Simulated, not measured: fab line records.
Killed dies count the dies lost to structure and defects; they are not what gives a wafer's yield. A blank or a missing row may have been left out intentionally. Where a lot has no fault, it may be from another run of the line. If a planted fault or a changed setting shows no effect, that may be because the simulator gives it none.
Matching of chambers + flow sky130 + cmp-01 running SKY_VIA1_CMP_24: 4 sister chambers
The step polishes, stops on SiO2, t overpolish 15 s, target thk 0 nm. 16 wafers are shown with their chamber, then 7 later ones without.

EACH WAFER AND ITS CHAMBER
| wafer  | chamber | motor_current_A (A) | time_to_endpoint_s (s) | overpolish_run_s (s) |
|--------|---------|---------------------|------------------------|----------------------|
| L255.1 | 2       | 10.1                | 64.2                   | 15.013               |
| L255.3 | 0       | 9.2                 | 66.4                   | 14.997               |
| L255.5 | 3       | 10.4                | 67.1                   | 15.001               |
| L257.1 | 0       | 9.7                 | 68.8                   | 15.015               |
| L257.3 | 3       | 10.2                | 67.5                   | 15.015               |
| L257.5 | 1       | 11.7                | 68.0                   | 15.007               |
| L270.1 | 0       | 9.6                 | 68.0                   | 15.018               |
| L270.4 | 2       | 9.8                 | 63.6                   | 14.998               |
| L272.1 | 0       | 9.3                 | 68.3                   | 15.015               |
| L272.2 | 1       | 12.3                | 65.4                   | 14.998               |
| L272.3 | 2       | 10.3                | 65.0                   | 14.991               |
| L274.1 | 3       | 9.9                 | 63.5                   | 15.004               |
| L274.2 | 1       | 12.0                | 66.3                   | 14.993               |
| L274.5 | 1       | 11.5                | 66.9                   | 14.995               |
| L275.1 | 0       | 9.4                 | 65.5                   | 15.011               |
| L275.3 | 2       | 10.1                | 61.7                   | 14.995               |

SIGNATURES, as means of the wafers listed above
| reading            | chamber 0 | chamber 1 | chamber 2 | chamber 3 | scatter within a chamber |
|--------------------|-----------|-----------|-----------|-----------|--------------------------|
| motor_current_A    | 9.440     | 11.875    | 10.075    | 10.167    | 0.257                    |
| time_to_endpoint_s | 67.400    | 66.650    | 63.625    | 66.033    | 1.5                      |
| overpolish_run_s   | 15.01120  | 14.99825  | 14.99925  | 15.00667  | 0.00805                  |
Rule: for each reading, subtract the chamber's mean from the wafer's reading, divide by that reading's scatter and square the result; add these up over the readings and take the root, which gives the wafer's distance from the chamber. The wafer belongs to the nearest chamber; if the next one is less than 2 further off, it can't be placed. The scatter: take each reading less its chamber's mean, square it, sum over the shown wafers, divide by the number of wafers less the number of chambers, and take the root.

WAFERS WITHOUT THEIR CHAMBER
| wafer  | motor_current_A (A) | time_to_endpoint_s (s) | overpolish_run_s (s) |
|--------|---------------------|------------------------|----------------------|
| L275.5 | 10.0                | 60.0                   | 14.993               |
| L277.2 | 10.0                | 66.6                   | 15.003               |
| L277.3 | 9.7                 | 67.1                   | 14.989               |
| L277.5 | 9.7                 | 63.6                   | 14.995               |
| L278.4 | 9.8                 | 65.9                   | 15.012               |
| L278.5 | 12.1                | 64.9                   | 14.988               |
| L278.6 | 9.4                 | 65.6                   | 14.996               |

THE CHAMBER EACH PASSED THROUGH
| wafer  | from the rows above          | in truth |
|--------|------------------------------|----------|
| L275.5 | can't be placed: 2 or 3      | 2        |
| L277.2 | can't be placed: 3 or 2 or 0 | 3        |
| L277.3 | can't be placed: 3 or 0 or 2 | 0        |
| L277.5 | can't be placed: 2 or 3 or 0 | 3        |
| L278.4 | can't be placed: 3 or 0 or 2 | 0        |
| L278.5 | 1                            | 1        |
| L278.6 | can't be placed: 0 or 2 or 3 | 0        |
Placed correctly: 1 of 7. Can't be placed from these rows: 6 (the true chamber is among the candidates in 6). 0 placed wrongly.
